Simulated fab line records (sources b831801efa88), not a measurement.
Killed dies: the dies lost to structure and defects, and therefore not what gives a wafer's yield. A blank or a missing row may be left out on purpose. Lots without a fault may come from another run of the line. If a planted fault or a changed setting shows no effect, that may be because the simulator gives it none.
Shared-tool check    flow sky130    10 lots, 30 wafers sampled

REASON FOR OPENING
1 of 10 lots carry a flag on the reading POLY_GATE_CVD_03_THK at SKY_POLY_GATE_THK_MEAS_04. Fault-free wafers read 75.5 nm, with a standard deviation of 0.78.
Rule: a lot gets a flag if all its wafers with a number sit over 4 standard deviations from that mean, or if no wafer of it has a number. The rest of the lots are taken to be sound.

lot   measured      on             POLY_GATE_CVD_03_THK (nm), wafer by wafer  flag
L505  day 16 02:14  film-metro-03  74.9 75.0 75.1                             
L506  day 16 07:26  film-metro-03  74.2 74.3 74.6                             
L507  day 16 20:07  film-metro-02  74.6 74.0 74.0                             
L509  day 17 02:44  film-metro-03  75.3 75.1 75.5                             
L510  day 17 05:08  film-metro-02  74.1 74.8 74.7                             
L511  day 17 18:46  film-metro-03  76.3 76.3 76.0                             
L519  day 20 06:12  film-metro-02  51.1 51.2 51.4                             FLAGGED
L526  day 23 05:25  film-metro-02  75.1 75.2 74.8                             
L527  day 23 07:50  film-metro-03  76.1 76.4 76.2                             
L528  day 23 12:49  film-metro-03  75.8 75.3 75.3                             
Average over the flagged lots: 51.2 nm; offset from the usual -24.3 nm, equal to -31 standard deviations.

WHICH TOOL RAN EACH LOT
The record keeps 1 process step preceding the reading, out of 708 steps on the route. Each cell gives the tool, then ch followed by the chambers the sampled wafers passed through, then the start.
lot   flag     SKY_POLY_GATE_CVD_03
L505           lpcvd-02 ch 1, day 16 00:52
L506           lpcvd-02 ch 0, day 16 06:04
L507           lpcvd-02 ch 1, day 16 18:44
L509           lpcvd-02 ch 0, day 17 01:22
L510           lpcvd-02 ch 1, day 17 03:46
L511           lpcvd-02 ch 1, day 17 17:24
L519  FLAGGED  lpcvd-02 ch 0, day 20 04:50
L526           lpcvd-02 ch 0, day 23 04:02
L527           lpcvd-02 ch 1, day 23 06:27
L528           lpcvd-02 ch 1, day 23 11:28
What these steps do:
- SKY_POLY_GATE_CVD_03: deposits Si3N4 from DCS/NH3, target thk 75 nm, time 1290 s.
- SKY_POLY_GATE_THK_MEAS_04

FLAGGED AGAINST TOTAL, ONE TOOL AT A TIME (gauges that did the reading follow at the end)
step                       tool           lots run  flagged  share of the flagged lots  sound lots run after its first flagged lot
SKY_POLY_GATE_CVD_03       lpcvd-02       10        1        all                        3 (L526,L527,L528)
SKY_POLY_GATE_THK_MEAS_04  film-metro-02  4         1        all                        1 (L526)
SKY_POLY_GATE_THK_MEAS_04  film-metro-03  6         0        none                       -

WHAT THE TABLE ALLOWS
lpcvd-02 at SKY_POLY_GATE_CVD_03 and film-metro-02 at SKY_POLY_GATE_THK_MEAS_04 are the 2 rows of the table that ran each flagged lot.
- lpcvd-02 at SKY_POLY_GATE_CVD_03 ran 10 lots, 1 of them flagged. Sound lots followed the first flagged one (L526, L527, L528) on it, something a lasting fault affecting the whole tool could not allow.
- film-metro-02 at SKY_POLY_GATE_THK_MEAS_04 ran 4 lots, 1 of them flagged. Sound lots followed the first flagged one (L526) on it, something a lasting fault affecting the whole tool could not allow.
None of the table's rows ran every flagged lot and, after the first, no sound lot.

WHAT THE SIMULATOR HAD PUT IN
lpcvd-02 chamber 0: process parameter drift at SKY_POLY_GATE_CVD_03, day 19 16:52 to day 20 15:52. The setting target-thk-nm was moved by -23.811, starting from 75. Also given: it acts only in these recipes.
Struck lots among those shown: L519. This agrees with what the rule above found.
